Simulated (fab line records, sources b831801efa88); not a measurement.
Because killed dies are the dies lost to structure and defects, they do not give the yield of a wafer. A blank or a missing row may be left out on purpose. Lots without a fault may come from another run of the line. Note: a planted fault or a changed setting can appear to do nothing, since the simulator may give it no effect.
Which tool did it?    flow sky130    13 lots, 37 wafers sampled, at 5 steps of a route of 708

== WHAT THE GAUGES READ, wafer by wafer ==
SKY_LDD_N_TW_MEAS_17. Usual: LDD_N_TW gives 2576 (standard deviation 27).
lot   measured      on             LDD_N_TW        flag
L476  day 18 20:22  film metro-02  2536 2543 2532  
L477  day 19 03:14  film metro-01  2612 2600 2611  
L478  day 19 23:20  film metro-01  2599 2595 2591  
L480  day 20 19:27  film metro-01  2593 2593 2608  
L481  day 21 08:01  film metro-03  2572 2589       
L482  day 21 15:04  film metro-01  2606 2616       
L489  day 23 16:52  film metro-01  2626 2610 2610  
L490  day 24 14:53  film metro-01  2599 2600 2590  
L492  day 24 23:07  film metro-03  2573 2568 2571  
L493  day 25 05:09  film metro-02  2569 2568 2568  
L494  day 25 06:36  film metro-03  2557 2565 2547  
L495  day 25 19:12  film metro-02  2571 2571 2570  
L496  day 25 22:48  film metro-01  2603 2617 2611  

SKY_LDD_HVP_TW_MEAS_10. Usual: LDD_HVP_TW gives 455 (standard deviation 4.4).
lot   measured      on             LDD_HVP_TW   flag
L476  day 22 17:42  film metro-02  452 452 450  
L477  day 23 00:11  film metro-02  447 450 450  
L478  day 23 19:19  film metro-02  450 449 451  
L480  day 24 15:29  film metro-02  447 449 448  
L481  day 25 03:13  film metro-01  464 427      
L482  day 25 11:01  film metro-01  461 427      
L489  day 27 09:38  film metro-02  451 452 451  
L490  day 28 07:03  film metro-04  451 452 452  
L492  day 28 13:45  film metro-01  458 461 459  
L493  day 28 19:50  film metro-02  450 456 452  
L494  day 28 21:56  film metro-01  461 463 463  
L495  day 29 10:10  film metro-04  448 452 450  
L496  day 29 13:31  film metro-01  456 459 458  

SKY_LDD_LDN_TW_MEAS_13. Usual: LDD_LDN_TW gives 1476 (standard deviation 13).
lot   measured      on             LDD_LDN_TW      flag
L476  day 24 00:44  film metro-03  1461 1469 1468  
L477  day 24 07:39  film metro-01  1484 1486 1489  
L478  day 25 01:31  film metro-02  1467 1471 1465  
L480  day 25 22:00  film metro-01  1492 1495 1498  
L481  day 26 08:38  film metro-02  1467 1469       
L482  day 26 16:01  film metro-01  1480 1481       
L489  day 28 14:26  film metro-03  1481 1479 1482  
L490  day 29 11:34  film metro-01  1485 1492 1488  
L492  day 29 18:34  film metro-02  1462 1469 1463  
L493  day 30 00:34  film metro-02  1459 1464 1471  
L494  day 30 03:09  film metro-01  1486 1485 1491  
L495  day 30 14:43  film metro-03  1485 1484 1486  
L496  day 30 18:31  film metro-02  1461 1456 1461  

== WHAT TOOL EACH LOT RAN ON (gives the tool, then ch and the chambers of the sampled wafers, and finally the start) ==
lot   SKY_LDD_HVP_DEVELOP_06             SKY_LDD_HVP_STRIP_09
L476  litho track-02 ch 0, day 22 17:16  plasma asher-03 ch 0,1, day 22 17:36
L477  litho track-01 ch 0, day 22 23:46  plasma asher-04 ch 0,1, day 23 00:04
L478  litho track-02 ch 0, day 23 18:53  plasma asher-04 ch 0,1, day 23 19:12
L480  litho track-03 ch 0, day 24 15:05  plasma asher-03 ch 0,1, day 24 15:23
L481  litho track-03 ch 0, day 25 02:49  plasma asher-03 ch 0,1, day 25 03:08
L482  litho track-03 ch 0, day 25 10:37  plasma asher-02 ch 0,1, day 25 10:56
L489  litho track-01 ch 0, day 27 09:13  plasma asher-03 ch 0,1, day 27 09:31
L490  litho track-03 ch 0, day 28 06:37  plasma asher-02 ch 0,1, day 28 06:57
L492  litho track-03 ch 0, day 28 13:19  plasma asher-02 ch 1, day 28 13:39
L493  litho track-01 ch 0, day 28 19:25  plasma asher-02 ch 0,1, day 28 19:43
L494  litho track-03 ch 0, day 28 21:32  plasma asher-03 ch 0,1, day 28 21:50
L495  litho track-01 ch 0, day 29 09:44  plasma asher-03 ch 0,1, day 29 10:04
L496  litho track-01 ch 0, day 29 13:05  plasma asher-03 ch 0,1, day 29 13:25
- SKY_LDD_HVP_DEVELOP_06: develop time 60 s.
- SKY_LDD_HVP_STRIP_09: strips in O2/N2.

== WHAT THE TOOLS THEMSELVES READ (means of the sampled wafers that have a number; where no wafer has one, the mark that the record gives instead) ==
SKY_LDD_HVP_DEVELOP_06. Usual: developer temp C 23.03 C, standard deviation 0.11; resist line temp C 23.01 C, standard deviation 0.1.
lot   tool            developer temp C (C)  resist line temp C (C)  flag
L476  litho track-02  23.00                 23.10                   
L477  litho track-01  23.05                 23.09                   
L478  litho track-02  22.93                 23.01                   
L480  litho track-03  23.09                 23.02                   
L481  litho track-03  23.12                 22.89                   
L482  litho track-03  23.09                 22.99                   
L489  litho track-01  23.06                 23.06                   
L490  litho track-03  23.05                 22.92                   
L492  litho track-03  23.03                 23.10                   
L493  litho track-01  23.16                 23.02                   
L494  litho track-03  22.93                 22.97                   
L495  litho track-01  23.11                 23.04                   
L496  litho track-01  23.02                 23.13                   

SKY_LDD_HVP_STRIP_09. Usual: drypump motor current A 5.4 A, standard deviation 0.4; oes product au 0.408 a.u., standard deviation 0.0041; strip time to endpoint s 4.133 s, standard deviation 0.015.
lot   tool             drypump motor current A (A)  oes product au (a.u.)  strip time to endpoint s (s)  flag
L476  plasma asher-03  5.6                          0.406                  4.138                         
L477  plasma asher-04  5.7                          0.408                  4.133                         
L478  plasma asher-04  5.7                          0.409                  4.153                         
L480  plasma asher-03  5.6                          0.410                  4.132                         
L481  plasma asher-03  5.5                          0.409                  4.140                         
L482  plasma asher-02  5.2                          0.410                  4.126                         
L489  plasma asher-03  5.6                          0.405                  4.135                         
L490  plasma asher-02  5.4                          0.405                  4.155                         
L492  plasma asher-02  4.7                          0.402                  4.135                         
L493  plasma asher-02  5.5                          0.407                  4.126                         
L494  plasma asher-03  5.6                          0.409                  4.108                         
L495  plasma asher-03  5.6                          0.413                  4.125                         
L496  plasma asher-03  5.6                          0.409                  4.115                         

== THE ANSWER, worked out from the rows above alone ==
Rule: a lot is off if the mean of its wafers that have a number lies more than 3 standard deviations from the usual mean. A lot without any number at a reading at which 4 lots or more have one is off too. Where the step has rows for the other lots, those lots are counted as sound. The gauges are gone through in route order, then the tools' own readings, and for those a lot's mean is taken as printed above. The first step at which some lot is off is used, and at that step the reading that is off furthest; a lot without a number counts as furthest.
None of the lots is off at any reading shown; this tells nothing.

== WHAT HAD BEEN PUT IN BY THE SIMULATOR ==
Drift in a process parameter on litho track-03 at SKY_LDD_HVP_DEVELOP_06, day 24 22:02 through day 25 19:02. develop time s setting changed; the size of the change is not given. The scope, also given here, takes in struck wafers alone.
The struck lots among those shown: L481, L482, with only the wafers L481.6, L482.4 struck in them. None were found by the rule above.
